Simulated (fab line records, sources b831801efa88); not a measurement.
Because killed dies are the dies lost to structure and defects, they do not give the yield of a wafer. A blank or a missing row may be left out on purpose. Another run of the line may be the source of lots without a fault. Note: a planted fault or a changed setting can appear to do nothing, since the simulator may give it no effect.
A struck lot beside a sound one + flow sky130 + 28 steps out of a route of 708
Sound: the wafers L793.1, L793.3, L793.5. Struck: wafer L799.6 (L799.1, L799.5, from the same lot, were not struck and are left out); the cause is given at the end.
Order at every step that has rows: each side's tool, ch and its chambers, its first start. Under that, the readings that differ: sound wafers + struck wafers + difference of the means + sigmas: that difference in standard deviations of wafers without a fault.
alike: a reading whose means differ by less than 2 such deviations, as well as words and numbers matching on both sides. not compared: withheld readings; readings where some wafer has no value; bounds like >300 that might hide an equal value; numbers whose values overlap and for which the record gives no deviation.
Wherever a step has rows on one side only, a row that says differs or no value, or a row with sigmas, the two part there. Non-overlapping numbers with no deviation appear without sigmas and do not part them. A reading missing from all wafers of one side parts the sides only when that side holds two or more wafers.

SKY_VIA2_SPUTTER_20: material TiN, target thk 20 nm, time 80 s.
  sound on pvd sputter-01, day 39 23:13; struck on pvd sputter-03, day 41 17:18
  alike: chamber pressure pa, throttle valve pct
then, 1 step without rows for these wafers: SKY_VIA2_CVD_21 (deposits W, target thk 420 nm, time 126.4 s).
SKY_VIA2_RS_MEAS_22: measurement is done with a four-point probe.
  sound on film metro-03, day 39 23:24; struck on film metro-02, day 41 17:29
  alike: VIA2_W_RS
SKY_VIA2_THK_MEAS_23: measures by xrf.
  sound on film metro-03, day 39 23:31; struck on film metro-02, day 41 17:37
  alike: VIA2_W_THK
then, 1 step without rows for these wafers: SKY_VIA2_CMP_24 (polishes, stops on SiO2, t overpolish 20 s, target thk 0 nm).
SKY_METAL3_SPUTTER_00: material Ti, target thk 15 nm, time 10 s.
  sound on pvd sputter-04, day 39 23:53; struck on pvd sputter-01, day 41 17:58
  alike: chamber pressure pa, throttle valve pct
then, 2 steps without rows for these wafers: SKY_METAL3_SPUTTER_01 (material TiN, target thk 20 nm, time 16.7 s); SKY_METAL3_SPUTTER_02 (material AlCu, target thk 735 nm, time 39.1 s).
SKY_METAL3_SPUTTER_03: material Ti, target thk 5 nm, time 3.3 s.
  sound on pvd sputter-04, day 39 23:58; struck on pvd sputter-01, day 41 18:04
  alike: chamber pressure pa, throttle valve pct
then, 1 step without rows for these wafers: SKY_METAL3_SPUTTER_04 (material TiN, target thk 70 nm, time 58.3 s).
SKY_CAPM_CVD_00: deposits SiO2, target thk 15.5 nm.
  sound on pecvd-04 ch 0,1, day 40 00:02; struck on pecvd-04 ch 0, day 41 18:08
  alike: heater power w
SKY_CAPM_THK_MEAS_01:
  sound on film metro-02, day 40 00:04; struck on film metro-01, day 41 18:09
  alike: CAPM_CVD_00_THK
SKY_CAPM_SPUTTER_02: material TiN, target thk 200 nm, time 166.7 s.
  sound on pvd sputter-02, day 40 00:08; struck on pvd sputter-02, day 41 18:13
| reading                                  | sound             | struck | difference | sigmas |
|------------------------------------------|-------------------|--------|------------|--------|
| model.TiN_of_CAPM_SPUTTER_02.thk nm (nm) | 203.6 201.4 204.6 | 250.4  | +47.2      |        |
  alike: chamber pressure pa, throttle valve pct
SKY_CAPM_RS_MEAS_03: measurement is done with a four-point probe.
  sound on film metro-01, day 40 00:14; struck on film metro-01, day 41 18:21
| reading              | sound          | struck | difference | sigmas |
|----------------------|----------------|--------|------------|--------|
| CAPM_TIN_RS (ohm/sq) | 6.78 6.86 6.74 | 5.49   | -1.30      | -17    |
SKY_CAPM_THK_MEAS_04: measures by xrf.
  sound on film metro-01, day 40 00:22; struck on film metro-01, day 41 18:28
| reading           | sound             | struck | difference | sigmas |
|-------------------|-------------------|--------|------------|--------|
| CAPM_TIN_THK (nm) | 203.0 201.0 203.8 | 250.3  | +47.7      | +21    |
then, 7 steps without rows for these wafers: SKY_CAPM_DEHYDRATE_05 (time 60 s); SKY_CAPM_HMDS_06 (prime time 60 s); SKY_CAPM_COAT_07 (resist thk 1140 nm); SKY_CAPM_SOFTBAKE_08 (time 60 s); SKY_CAPM_EXPOSE_09 (exposes mask CAPM, target cd 1000 nm); SKY_CAPM_PEB_10; SKY_CAPM_DEVELOP_11 (develop time 60 s).
SKY_CAPM_OVL_MEAS_12:
  sound on overlay-02, day 41 01:30; struck on overlay-01, day 42 17:53
  alike: CAPM_OVL
SKY_CAPM_METAL_ETCH_13: etches TiN in Cl2/BCl3, stops on SiO2, target depth 220 nm, time 62.9 s.
  sound on rie metal-02 ch 1, day 41 01:32; struck on rie metal-03 ch 0, day 42 17:55
| reading                     | sound                | struck | difference | sigmas |
|-----------------------------|----------------------|--------|------------|--------|
| drypump motor current A (A) | 6.2 6.2 6.2          | 5.1    | -1.1       | -3     |
| oes product au (a.u.)       | 0.946 0.945 0.959    | 1.008  | +0.058     | +7     |
| throttle valve pct (%)      | 21.883 21.903 21.878 | 21.853 | -0.035     | -3     |
  alike: he backside leak sccm
  not compared: rf hours counter h
SKY_CAPM_STRIP_14: strips in O2/N2.
  sound on plasma asher-02 ch 0,1, day 41 01:41; struck on plasma asher-03 ch 1, day 42 17:59
  alike: drypump motor current A, oes product au, strip time to endpoint s
  not compared: rf hours counter h
SKY_CAPM_STRIP_15: strips in post etch residue remover, time 1200 s.
  sound on wet bench-03 ch 2, day 41 01:47; struck on wet bench-04 ch 3, day 42 18:05
| reading                                  | sound           | struck | difference | sigmas |
|------------------------------------------|-----------------|--------|------------|--------|
| model.TiN_of_CAPM_SPUTTER_02.thk nm (nm) | 203.2 201 204.2 | 250    | +47        |        |
then, 1 step without rows for these wafers: SKY_CAPM_CLEAN_16 (cleans in IPA, time 180 s).
-- the record jumps here: 7 days lie between the struck wafers' starts before and after (it left off in module CAPM and takes up again in module PAD_OPEN, whose first step shown is number 708 of the route) --
SKY_PAD_OPEN_PROBE_99:
  sound on prober-01, day 48 22:39; struck on prober-01, day 50 05:00
| reading                  | sound          | struck | difference | sigmas      |
|--------------------------|----------------|--------|------------|-------------|
| defect limited yield (%) | 82.1 79.7 83.7 | 0      | -82        | -37         |
| killed at other          | 0 0 0          | 394    | +394       | +99 or more |
| killed dies              | 88 100 80      | 492    | +403       | +37         |
| killed on rim            | 16 21 19       | 96     | +77        | +21         |
| sort_bin_3_pad_short (%) | 0.6 0.8 0.6    | 81.3   | +80.6      | +99 or more |
| sort n pass              | 404 392 412    | 0      | -403       | -37         |
| sort yield pct (%)       | 82.1 79.7 83.7 | 0      | -82        | -37         |
  alike: killed_at_M0_to_M3, killed_at_M4_up, killed at contacts, killed at front end, killed open, killed short, sort_bin_5_function, sort_bin_6_memory

## WHERE THEY PART
Earliest at SKY_CAPM_RS_MEAS_03; latest, in this record, at SKY_PAD_OPEN_PROBE_99.

WHY: whatever the simulator had introduced
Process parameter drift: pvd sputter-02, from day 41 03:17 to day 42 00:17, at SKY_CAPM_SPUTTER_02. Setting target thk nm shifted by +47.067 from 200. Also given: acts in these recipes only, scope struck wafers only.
